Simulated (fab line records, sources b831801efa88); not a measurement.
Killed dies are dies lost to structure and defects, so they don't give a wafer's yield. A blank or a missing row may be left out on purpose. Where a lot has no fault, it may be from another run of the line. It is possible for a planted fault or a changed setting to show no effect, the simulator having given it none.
Struck lot and sound lot, side by side / flow gf180mcu / 17 out of 602 route steps
Sound: wafers L443.3, L443.5, L443.6. The struck wafers were L452.1, L452.4, L452.5. Last of all comes the cause.
At each step with rows: each side's tool, then ch and its chambers, then its first start. Under that, the readings that differ: sound wafers / struck wafers / difference of the means / sigmas: that difference in standard deviations of wafers without a fault.
alike: a reading whose means differ by less than 2 such deviations, as well as words and numbers matching on both sides. not compared: withheld readings; readings where some wafer has no value; bounds like >300 that might hide an equal value; numbers whose values overlap and for which the record gives no deviation.
The two part at a step that has a row with sigmas, a row that says differs or no value, or rows on one side only. Numbers that have no deviation but don't overlap get no sigmas and don't part them. Lack of a reading on every wafer of one side parts them only where that side has two or more wafers.

GF_V5_ETCH_17: etches SiO2 in C4F8/O2/Ar, stops on TiN, target depth 855 nm.
  sound: rie diel-01 ch 2,3; struck: rie diel-01 ch 2,3
  alike: bias w, oes product au
GF_V5_STRIP_18: strips in O2/N2.
  sound on plasma asher-01 ch 0,1, day 29 13:56; struck on plasma asher-04 ch 1, day 32 03:06
  alike: drypump motor current A, heater power w, oes product au
  not compared: rf hours counter h
then, 2 steps without rows for these wafers: GF_V5_STRIP_19 (strips in post etch residue remover, time 1200 s); GF_V5_CLEAN_20 (cleans in DIW).
GF_V5_SPUTTER_21: material Ti, target thk 15 nm, time 80.02 s.
  struck on pvd sputter-02, day 32 03:38; sound on pvd sputter-01, day 29 14:34
  alike: substrate temp c, throttle valve pct
then, 1 step without rows for these wafers: GF_V5_SPUTTER_22 (material TiN, target thk 10 nm, time 40 s).
GF_V5_CVD_23: deposits W, target thk 350 nm, time 104.9 s.
  sound on cvd w-01 ch 0,1, day 29 14:41; struck on cvd w-02 ch 0,1, day 32 03:44
  alike: heater power w, susceptor temp C
  not compared: since wet clean h
GF_V5_RS_MEAS_24: a four-point-probe measurement.
  struck on film metro-02, day 32 03:51; sound on film metro-04, day 29 14:49
  alike: V5_W_RS
GF_V5_THK_MEAS_25: measures by xrf.
  struck on film metro-02, day 32 03:58; sound on film metro-04, day 29 14:55
  alike: V5_W_THK
GF_V5_CMP_26: polishes, stops on SiO2, t overpolish 15 s, target thk 0 nm.
  sound on cmp-02 ch 0,3, day 29 15:00; struck on cmp-02 ch 0,2, day 32 04:02
  alike: motor current A, overpolish run s, platen rpm, slurry filter dp kPa, time to endpoint s
then, 2 steps without rows for these wafers: GF_TOP_METAL_SPUTTER_00 (material Ti, target thk 37.5 nm, time 150 s); GF_TOP_METAL_SPUTTER_01 (material TiN, target thk 30 nm, time 25 s).
GF_TOP_METAL_SPUTTER_02: material AlCu, target thk 900 nm, time 47.82 s.
  struck on pvd sputter-04, day 32 04:28; sound on pvd sputter-01, day 29 15:23
reading=model.AlCu_of_TOP_METAL_SPUTTER_02.thk nm (nm); sound=890.3 890.5 895; struck=567.1 582.1 568.9; difference=-319.2; sigmas=
  alike: substrate temp c, throttle valve pct
then, 2 steps without rows for these wafers: GF_TOP_METAL_SPUTTER_03 (material Ti, target thk 5 nm, time 3.3 s); GF_TOP_METAL_SPUTTER_04 (material TiN, target thk 25 nm, time 20.8 s).
GF_TOP_METAL_RS_MEAS_05: a four-point-probe measurement.
  struck on film metro-01, day 32 04:50; sound on film metro-02, day 29 15:31
reading=TOP_METAL_ALCU_RS (ohm/sq); sound=0.0331 0.0331 0.0329; struck=0.0522 0.0509 0.0521; difference=+0.0187; sigmas=+55
  not compared: hold
GF_PASSIVATION_PROBE_99:
  rows exist in the record for the sound wafers here (prober-02, day 31 08:06), none for the struck ones

## WHERE THEY PART
First at GF_TOP_METAL_RS_MEAS_05; last, within this record, at GF_PASSIVATION_PROBE_99.

WHY: the cause the simulator had injected
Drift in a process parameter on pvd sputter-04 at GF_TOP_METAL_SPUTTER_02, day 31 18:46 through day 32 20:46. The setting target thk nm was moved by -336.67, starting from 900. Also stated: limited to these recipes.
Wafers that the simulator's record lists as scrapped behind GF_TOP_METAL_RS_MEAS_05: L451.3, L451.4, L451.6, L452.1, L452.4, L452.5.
